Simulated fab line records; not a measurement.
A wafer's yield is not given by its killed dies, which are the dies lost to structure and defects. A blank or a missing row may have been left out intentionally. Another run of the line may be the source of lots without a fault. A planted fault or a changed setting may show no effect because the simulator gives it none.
Chamber matching	flow sky130	SKY_VIA2_ETCH_15 on rie diel-04 has 4 sister chambers
The step etches SiO2 in C4F8/O2/Ar, stops on TiN, target depth 546 nm, time 84 s. 20 wafers are shown with their chamber, then 10 later ones without.

EACH WAFER AND ITS CHAMBER
wafer	chamber	oes product au (a.u.)
L075.3	3	0.941
L075.5	2	0.935
L075.6	3	0.940
L083.4	0	0.940
L083.5	3	0.942
L083.6	2	0.944
L084.1	2	0.936
L084.2	0	0.940
L084.3	3	0.942
L084.4	1	0.944
L084.5	1	0.942
L084.6	0	0.948
L088.3	3	0.948
L088.5	0	0.944
L088.6	1	0.943
L087.1	2	0.934
L087.2	0	0.939
L087.5	2	0.937
L090.1	3	0.940
L090.2	2	0.937

SIGNATURES (means of the wafers above)
reading	chamber 0	chamber 1	chamber 2	chamber 3	scatter within a chamber
oes product au	0.94220	0.94300	0.93717	0.94217	0.00323
Rule: a wafer lies at a distance from a chamber equal to the root of the sum of squares, over the readings, of (its reading less the chamber's mean, divided by the reading's scatter). The wafer belongs to the nearest chamber; if the next one is less than 2 further off, it can't be placed. The scatter is the square root of a quotient: the sum, over the shown wafers, of each reading's squared deviation from its chamber's mean, divided by wafers minus chambers.

WAFERS WHOSE CHAMBER IS MISSING
wafer	oes product au (a.u.)
L090.3	0.936
L090.4	0.941
L090.5	0.937
L090.6	0.930
L092.4	0.945
L092.5	0.934
L092.6	0.940
L093.2	0.952
L093.5	0.939
L093.6	0.936

EACH ONE'S CHAMBER
wafer	from the rows above	in truth
L090.3	can't be placed: 2 or 3 or 0 or 1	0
L090.4	can't be placed: 3 or 0 or 1 or 2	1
L090.5	can't be placed: 2 or 3 or 0 or 1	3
L090.6	can't be placed: 2 or 3 or 0 or 1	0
L092.4	can't be placed: 1 or 0 or 3 or 2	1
L092.5	can't be placed: 2 or 3 or 0 or 1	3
L092.6	can't be placed: 3 or 0 or 2 or 1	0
L093.2	can't be placed: 1 or 0 or 3 or 2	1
L093.5	can't be placed: 2 or 3 or 0 or 1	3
L093.6	can't be placed: 2 or 3 or 0 or 1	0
Placed correctly: 0 of 10. Not placeable from these rows: 10 (in 10, the candidates include the true chamber). Placed wrongly: 0.
